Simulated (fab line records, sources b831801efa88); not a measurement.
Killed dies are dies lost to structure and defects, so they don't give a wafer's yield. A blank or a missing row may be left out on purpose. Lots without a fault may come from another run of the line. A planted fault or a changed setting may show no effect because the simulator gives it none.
Chamber matching | flow sky130 | SKY_LI_CONTACT_CMP_02 on cmp-02: 4 sister chambers
The step polishes PSG. 8 wafers are shown with their chamber, then 8 later ones without.

WAFERS WITH THEIR CHAMBER
wafer  | chamber | motor_current_A (A) | time_to_endpoint_s (s)
L935.5 | 0       | 10.7                | 31.5
L938.4 | 0       | 10.7                | 31.3
L941.2 | 3       | 10.3                | 36.5
L941.5 | 1       | 11.7                | 33.3
L942.1 | 1       | 12.8                | 32.3
L942.3 | 2       | 12.1                | 37.2
L942.6 | 2       | 12.0                | 35.6
L948.1 | 3       | 10.2                | 34.5

WAFERS WITHOUT THEIR CHAMBER
wafer  | motor_current_A (A) | time_to_endpoint_s (s)
L948.4 | 12.0                | 30.7
L948.5 | 12.7                | 28.8
L949.3 | 11.4                | 32.6
L949.5 | 11.1                | 33.7
L949.6 | 12.3                | 33.8
L952.2 | 10.6                | 33.3
L952.4 | 11.2                | 38.5
L952.5 | 10.3                | 33.9

WHICH CHAMBER EACH WENT THROUGH
wafer  | from the rows above               | in truth
L948.4 | can't be placed: 1 or 0           | 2
L948.5 | can't be placed: 1 or 0           | 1
L949.3 | can't be placed: 0 or 1           | 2
L949.5 | can't be placed: 0 or 3 or 1 or 2 | 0
L949.6 | can't be placed: 1 or 2           | 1
L952.2 | can't be placed: 0 or 3           | 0
L952.4 | can't be placed: 2 or 3           | 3
L952.5 | can't be placed: 3 or 0           | 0
Placed correctly: 0 of 8. Can't be placed from these rows: 8 (the true chamber is among the candidates in 6). Placed wrongly: 0.
How it was worked out, from the rows above alone: a wafer's distance from a chamber is the root of the sum, over the readings, of the square of ((its reading less the chamber's mean) divided by the reading's scatter). The wafer belongs to the nearest chamber; if the next one is less than 2 further off, it can't be placed. A chamber's mean is the mean of its shown wafers. The scatter: the root of (the sum of the squares of (reading less its chamber's mean) over the shown wafers, divided by (wafers less chambers)).
